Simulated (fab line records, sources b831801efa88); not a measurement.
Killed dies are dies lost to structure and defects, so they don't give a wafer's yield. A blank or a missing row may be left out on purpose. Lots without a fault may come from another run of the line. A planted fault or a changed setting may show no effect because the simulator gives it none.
One fault seen from 2 desks | flow sky130 | each desk has only its own numbers; what lay behind them comes last

THE METROLOGY DESK
What the gauges read, lot by lot, whatever tool the lot ran on: means of the sampled wafers that have a number. A lot is out of limits, marked OUT, if its mean lies more than 4 standard deviations from the usual mean; the brackets give that distance.
Columns: A = LDD_LDN_OVL at SKY_LDD_LDN_OVL_MEAS_07, usual 0.0 nm; B = SPACER_CVD_00_THK at SKY_SPACER_THK_MEAS_01, usual 43.0 nm; C = SD_P_TW at SKY_SD_P_TW_MEAS_11, usual 2832; D = RES_XHIGH_TW at SKY_RES_XHIGH_TW_MEAS_09, usual 1639
lot  | first seen here | A    | B    | C    | D
L414 | day 23 02:27    | 0.4  | 42.6 | 2841 | 1643
L415 | day 23 13:07    | -1.1 | 43.2 | 2831 | 1656
L416 | day 23 19:16    | -1.2 | 43.0 | 2833 | 1659
L417 | day 24 11:09    | -1.3 | 43.0 | 2866 | 1652
L419 | day 25 07:48    | 0.9  | 42.6 | 2846 | 1618
L422 | day 26 09:21    | 0.8  | 43.1 | 2834 | 1635
L423 | day 26 11:21    | -1.8 | 42.6 | 2844 | 1635
L425 | day 27 00:28    | 2.1  | 43.5 | 2795 | 1625
L424 | day 27 00:51    | -1.8 | 43.0 | 2840 | 1633
L428 | day 28 01:06    | -1.8 | 43.0 | 2818 | 1655
L432 | day 29 12:43    | 0.8  | 44.0 | 2853 | 30 (-99 or more) OUT
L431 | day 29 15:36    | -1.1 | 43.3 | 2815 | 1610
L437 | day 31 11:04    | -0.5 | 42.5 | 2776 | 1651
This desk's finding: out of limits on L432; first on L432, day 33 03:40 (RES_XHIGH_TW at SKY_RES_XHIGH_TW_MEAS_09). In limits: L414, L415, L416, L417, L419, L422, L423, L425, L424, L428, L431, L437.

THE TOOL OWNER'S DESK: plasma_asher-04
The tool's own readings at SKY_SD_P_STRIP_10 (strips in O2/N2): means of the sampled wafers that have a number, for each lot that ran on this tool. A lot is out of limits, marked OUT, if its mean lies more than 4 standard deviations from the usual mean; the brackets give that distance.
Columns: A = drypump_motor_current_A at SKY_SD_P_STRIP_10, usual 6.12 A; B = oes_product_au at SKY_SD_P_STRIP_10, usual 0.617 a.u.; C = strip_time_to_endpoint_s at SKY_SD_P_STRIP_10, usual 17.51 s
lot  | first seen here | A    | B               | C
L416 | day 26 09:33    | 6.24 | 0.619           | 17.59
L432 | day 31 23:20    | 6.12 | 0.783 (+36) OUT | -
This desk's finding: out of limits on L432; first on L432, day 31 23:20 (oes_product_au at SKY_SD_P_STRIP_10). In limits: L416.

PUT TOGETHER
The tool owner's desk could have raised an alarm at day 31 23:20, on L432.
The metrology desk could have raised an alarm at day 33 03:40, on L432.
Of the lots named, all ran SKY_SD_P_STRIP_10 on plasma_asher-04.

WHAT THE SIMULATOR HAD PUT IN
Strip aborted: plasma_asher-04, from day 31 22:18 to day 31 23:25, at SKY_SD_P_STRIP_10. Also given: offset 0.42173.
Lots struck among those shown: L432.
Hours from the fault's start to each desk's first reading out of limits: the tool owner's desk, 1; the metrology desk, 29.
